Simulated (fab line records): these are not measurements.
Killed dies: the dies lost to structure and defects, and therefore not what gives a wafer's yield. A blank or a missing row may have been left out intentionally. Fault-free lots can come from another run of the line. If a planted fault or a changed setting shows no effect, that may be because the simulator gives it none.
One fault through the eyes of 2 desks || flow sky130 || each desk has only its own numbers; what lay behind them comes last

== METROLOGY DESK ==
What the gauges read, lot by lot, whatever tool the lot ran on: means of the sampled wafers that have a number. A lot is out of limits, marked OUT, if its mean lies more than 4 standard deviations from the usual mean; the brackets give that distance.
Columns: A = PWDE_TW at SKY_PWDE_TW_MEAS_10, usual 371; B = SONOS_ONO_OXIDATION_THK at SKY_SONOS_ONO_THK_MEAS_01, usual 2.57 nm; C = LDD_HVN_OVL at SKY_LDD_HVN_OVL_MEAS_07, usual 1.0 nm; D = LDD_HVP_OVL at SKY_LDD_HVP_OVL_MEAS_07, usual -0.7 nm
{"lot": "L324", "first seen here": "day 3 17:11", "A": 366, "B": 2.62, "C": 1.6, "D": 0.4}
{"lot": "L325", "first seen here": "day 4 00:22", "A": 369, "B": 2.63, "C": 0.9, "D": -0.8}
{"lot": "L326", "first seen here": "day 4 09:17", "A": 375, "B": 2.60, "C": 1.7, "D": -2.4}
{"lot": "L327", "first seen here": "day 4 15:22", "A": 366, "B": 2.64, "C": -2.5, "D": -1.1}
{"lot": "L328", "first seen here": "day 4 19:27", "A": 376, "B": 2.55, "C": 1.0, "D": -1.1}
{"lot": "L329", "first seen here": "day 5 03:13", "A": 372, "B": 2.53, "C": 0.6, "D": -0.2}
{"lot": "L330", "first seen here": "day 5 06:19", "A": 375, "B": 2.57, "C": 2.2, "D": 0.5}
{"lot": "L331", "first seen here": "day 5 09:53", "A": 375, "B": 2.56, "C": 2.2, "D": 1.0}
{"lot": "L332", "first seen here": "day 5 13:55", "A": 372, "B": 2.55, "C": -1.3, "D": -0.8}
{"lot": "L336", "first seen here": "day 6 14:08", "A": 373, "B": 2.55, "C": 0.1, "D": -0.6}
{"lot": "L340", "first seen here": "day 8 02:01", "A": 372, "B": "3.02 (+8.1) OUT", "C": -1.0, "D": -0.5}
{"lot": "L341", "first seen here": "day 8 10:18", "A": 369, "B": "2.96 (+6.9) OUT", "C": 0.8, "D": -0.9}
{"lot": "L347", "first seen here": "day 9 07:04", "A": 369, "B": 2.60, "C": 1.2, "D": -1.1}
This desk reports L340, L341 out of limits; the earliest was L340 at day 17 12:28 (SONOS_ONO_OXIDATION_THK at SKY_SONOS_ONO_THK_MEAS_01). L324, L325, L326, L327, L328, L329, L330, L331, L332, L336, L347: within limits.

== THE TOOL OWNER'S DESK: furnace-02 ==
The tool's own readings at SKY_SONOS_ONO_OXIDATION_00 (stabilise 600 s, purge 300 s, target thk 2.6 nm): means of the sampled wafers that have a number, for each lot that ran on this tool. A lot is out of limits, marked OUT, if its mean lies more than 4 standard deviations from the usual mean; the brackets give that distance.
Columns: A = ox_temp_c at SKY_SONOS_ONO_OXIDATION_00, usual 800.0 C; B = spike_tc_centre_C at SKY_SONOS_ONO_OXIDATION_00, usual 799.0 C; C = zone_power_top_pct at SKY_SONOS_ONO_OXIDATION_00, usual 28.6 %
{"lot": "L324", "first seen here": "day 11 01:38", "A": 800.5, "B": 798.7, "C": 28.2}
{"lot": "L325", "first seen here": "day 11 12:40", "A": 800.3, "B": 799.4, "C": 28.3}
{"lot": "L326", "first seen here": "day 12 02:59", "A": 799.7, "B": 798.9, "C": 28.2}
{"lot": "L327", "first seen here": "day 12 09:56", "A": 800.0, "B": 799.2, "C": 28.0}
{"lot": "L329", "first seen here": "day 13 03:01", "A": 799.8, "B": 797.9, "C": 28.1}
{"lot": "L340", "first seen here": "day 17 11:08", "A": 800.4, "B": 798.8, "C": 28.2}
{"lot": "L341", "first seen here": "day 17 22:38", "A": 800.3, "B": 798.0, "C": 28.3}
Finding of this desk: none of the 7 lots has anything out of limits.

== PUT TOGETHER ==
An alarm was possible from the metrology desk at day 17 12:28, on L340, L341.
Nothing out of limits was seen by the tool owner's desk.
Tool owner's desk: L340, L341 on record, inside its limits.
SKY_SONOS_ONO_OXIDATION_00 was run on furnace-02 by each of the lots named.

== WHAT HAD BEEN PUT IN BY THE SIMULATOR ==
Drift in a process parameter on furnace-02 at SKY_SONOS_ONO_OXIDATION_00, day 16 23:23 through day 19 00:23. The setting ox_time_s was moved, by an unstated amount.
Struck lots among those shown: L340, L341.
Time in hours between the start of the fault and the first out-of-limits reading at each desk: metrology desk, 13.
